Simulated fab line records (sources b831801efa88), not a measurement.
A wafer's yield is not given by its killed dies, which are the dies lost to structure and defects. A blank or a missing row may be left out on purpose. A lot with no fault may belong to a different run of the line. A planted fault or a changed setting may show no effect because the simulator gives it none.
A struck lot beside a sound one | flow sky130 | 25 out of 708 route steps
Sound: wafers L770.1, L770.4, L770.6. The struck wafers were L759.1, L759.2, L759.4. The cause is given at the end.
At each step with rows: each side's tool, then ch and its chambers, then its first start. Under that, the readings that differ: sound wafers | struck wafers | difference of the means | sigmas: that difference in standard deviations of wafers without a fault.
alike: same words and numbers on both sides, and readings whose means sit less than 2 such deviations apart. not compared: any withheld reading, any reading some wafer has no value for, any bound like >300 that may hide the same value, and any number with overlapping values for which the record gives no deviation.
A row with sigmas, a row that says differs or no value, or rows on one side alone: a step with any of these is where the two part. Non-overlapping numbers with no deviation appear without sigmas and do not part them. A reading missing from all wafers of one side parts the sides only when that side holds two or more wafers.

SKY_METAL3_ETCH_17: etches SiO2 in C4F8/O2/Ar, stops on TiN, time 3.9 s, target depth 15 nm.
  sound on rie_diel-01 ch 0,1, day 44 12:50; struck on rie_diel-01 ch 1,2, day 41 00:59
  alike: oes_product_au
  not compared: rf_hours_counter_h
SKY_METAL3_METAL_ETCH_18: etches the open film in Cl2/BCl3, stops on SiO2, target depth 845 nm, time 183.1 s.
  sound on rie_metal-01 ch 0,1, day 44 12:52; struck on rie_metal-01 ch 0,1, day 41 01:01
  alike: drypump_motor_current_A, oes_product_au, throttle_valve_pct
  not compared: rf_hours_counter_h
SKY_METAL3_STRIP_19: strips in O2/N2.
  sound on plasma_asher-03 ch 0,1, day 44 13:02; struck on plasma_asher-01 ch 0,1, day 41 01:11
  alike: drypump_motor_current_A, oes_product_au, strip_time_to_endpoint_s
  not compared: rf_hours_counter_h
then, 4 steps without rows for these wafers: SKY_METAL3_STRIP_20 (strips in post etch residue remover, time 1200 s); SKY_METAL3_CLEAN_21 (cleans in IPA, time 180 s); SKY_METAL3_CLEAN_22 (cleans in O3/DIW); SKY_VIA3_HDPCVD_00 (deposits SiO2, target thk 1635 nm, time 272.5 s).
SKY_VIA3_THK_MEAS_01:
  sound: film_metro-04 at day 44 13:47; struck: film_metro-04 at day 41 01:57
  alike: VIA3_HDPCVD_THK
SKY_VIA3_CMP_02: polishes SiO2.
  sound on cmp-01 ch 0,1, day 44 13:51; struck on cmp-02 ch 1,2,3, day 41 02:01
  alike: motor_current_A
SKY_VIA3_BOW_MEAS_03:
  sound: film_metro-04 at day 44 14:09; struck: film_metro-04 at day 41 02:19
  alike: VIA3_BOW
then, 2 steps without rows for these wafers: SKY_VIA3_DEHYDRATE_04 (time 60 s); SKY_VIA3_HMDS_05 (prime time 60 s).
SKY_VIA3_COAT_06: resist thk 60 nm.
  sound on litho_track-03 ch 0, day 45 00:01; struck on litho_track-04 ch 0, day 41 13:47
  reading              | sound                | struck               | difference | sigmas
  spin_speed_rpm (rpm) | 2996.8 2997.7 3001.0 | 4069.9 4071.7 4073.7 | +1073.3    | +99 or more
then, 5 steps without rows for these wafers: SKY_VIA3_COAT_07 (resist thk 450 nm); SKY_VIA3_SOFTBAKE_08 (time 90 s); SKY_VIA3_EXPOSE_09 (exposes mask VIM3, target cd 200 nm); SKY_VIA3_PEB_10; SKY_VIA3_DEVELOP_11 (develop time 60 s).
SKY_VIA3_CD_MEAS_12 targets a cd of 200 nm.
  sound: cd_sem-01 at day 45 12:14; struck: cd_sem-02 at day 42 02:50
  alike: cd_nm
SKY_VIA3_OVL_MEAS_13:
  sound: overlay-02 at day 45 12:22; struck: overlay-02 at day 42 02:57
  alike: VIA3_OVL
SKY_VIA3_ETCH_14: etches BARC in N2/H2, stops on SiO2, time 45.9 s, target depth 60 nm.
  sound on rie_diel-02 ch 0,1, day 45 12:23; struck on rie_diel-03 ch 1,2, day 42 02:59
  reading                  | sound             | struck            | difference | sigmas
  oes_product_au (a.u.)    | 0.860 0.853 0.856 | 0.783 0.778 0.786 | -0.074     | -15
  model.etch.depth_nm (nm) | 59.92 59.87 59.85 | 51.59 51.56 51.7  | -8.26      |
  alike: drypump_motor_current_A, throttle_valve_pct
  not compared: rf_hours_counter_h
SKY_VIA3_ETCH_15: etches SiO2 in C4F8/O2/Ar, stops on TiN, target depth 507 nm, time 78 s.
  sound on rie_diel-02 ch 0,1, day 45 12:26; struck on rie_diel-03 ch 1,2, day 42 03:02
  alike: oes_product_au
  not compared: rf_hours_counter_h
SKY_VIA3_STRIP_16: strips in O2/N2.
  sound on plasma_asher-04 ch 0,1, day 45 12:30; struck on plasma_asher-02 ch 0,1, day 42 03:05
  reading                      | sound          | struck         | difference | sigmas
  strip_time_to_endpoint_s (s) | 4.18 4.19 4.23 | 4.07 4.02 4.01 | -0.17      | -5
  alike: drypump_motor_current_A, oes_product_au
  not compared: rf_hours_counter_h
then, 1 step without rows for these wafers: SKY_VIA3_STRIP_17 (strips in post etch residue remover, time 1200 s).
-- the record jumps here: 6 days lie between the struck wafers' starts before and after (it left off in module VIA3 and takes up again in module PAD_OPEN, whose first step shown is number 708 of the route) --
SKY_PAD_OPEN_PROBE_99:
  record: rows for the struck wafers here (prober-01, day 47 22:58), none for the sound ones

== WHERE THEY PART ==
Earliest at SKY_VIA3_COAT_06; latest, in this record, at SKY_PAD_OPEN_PROBE_99.

WHY: whatever the simulator had introduced
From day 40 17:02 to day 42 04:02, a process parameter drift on litho_track-04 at SKY_VIA3_COAT_06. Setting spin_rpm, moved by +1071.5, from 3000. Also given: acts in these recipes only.
